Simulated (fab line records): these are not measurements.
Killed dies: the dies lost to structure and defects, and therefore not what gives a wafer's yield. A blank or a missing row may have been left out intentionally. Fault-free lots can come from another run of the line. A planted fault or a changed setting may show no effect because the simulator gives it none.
Matching of chambers | flow gf180mcu | rieDiel-01 running GF_M5_ETCH_09: 4 sister chambers
The step etches Si3N4 in CF4/O2, target depth 52 nm, time 11.6 s. 4 wafers are shown with their chamber, then 12 later ones without.

== WAFERS WITH THEIR CHAMBER ==
wafer  | chamber | drypumpMotorCurrentA (A)
L090.2 | 0       | 5.7
L091.3 | 1       | 6.4
L091.4 | 2       | 5.9
L091.6 | 3       | 5.9

== WAFERS WHOSE CHAMBER IS MISSING ==
wafer  | drypumpMotorCurrentA (A)
L092.1 | 5.6
L092.3 | 5.9
L092.5 | 5.7
L094.2 | 6.4
L094.4 | 5.7
L094.6 | 5.9
L096.3 | 6.4
L096.4 | 6.4
L096.6 | 5.9
L097.2 | 5.9
L097.5 | 5.9
L097.6 | 6.4

== EACH ONE'S CHAMBER ==
wafer  | from the rows above     | in truth
L092.1 | 0                       | 0
L092.3 | can't be placed: 2 or 3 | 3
L092.5 | 0                       | 0
L094.2 | 1                       | 1
L094.4 | 0                       | 0
L094.6 | can't be placed: 2 or 3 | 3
L096.3 | 1                       | 1
L096.4 | 1                       | 1
L096.6 | can't be placed: 2 or 3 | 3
L097.2 | can't be placed: 2 or 3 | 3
L097.5 | can't be placed: 2 or 3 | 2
L097.6 | 1                       | 1
7 of 12 placed correctly. Unplaceable from these rows: 5, with the true chamber sitting among the candidates in 5. Placed wrongly: 0.
How it was worked out, from the rows above alone: a wafer's distance from a chamber is the root of the sum, over the readings, of the square of ((its reading less the chamber's mean) divided by the reading's scatter). The wafer belongs to the nearest chamber; if the next one is less than 2 further off, it can't be placed. The mean given for a chamber averages the wafers shown for that chamber. The scatter (one wafer shown for each chamber): square how far every hidden wafer sits from the nearest shown wafer, average those squares and take the square root.
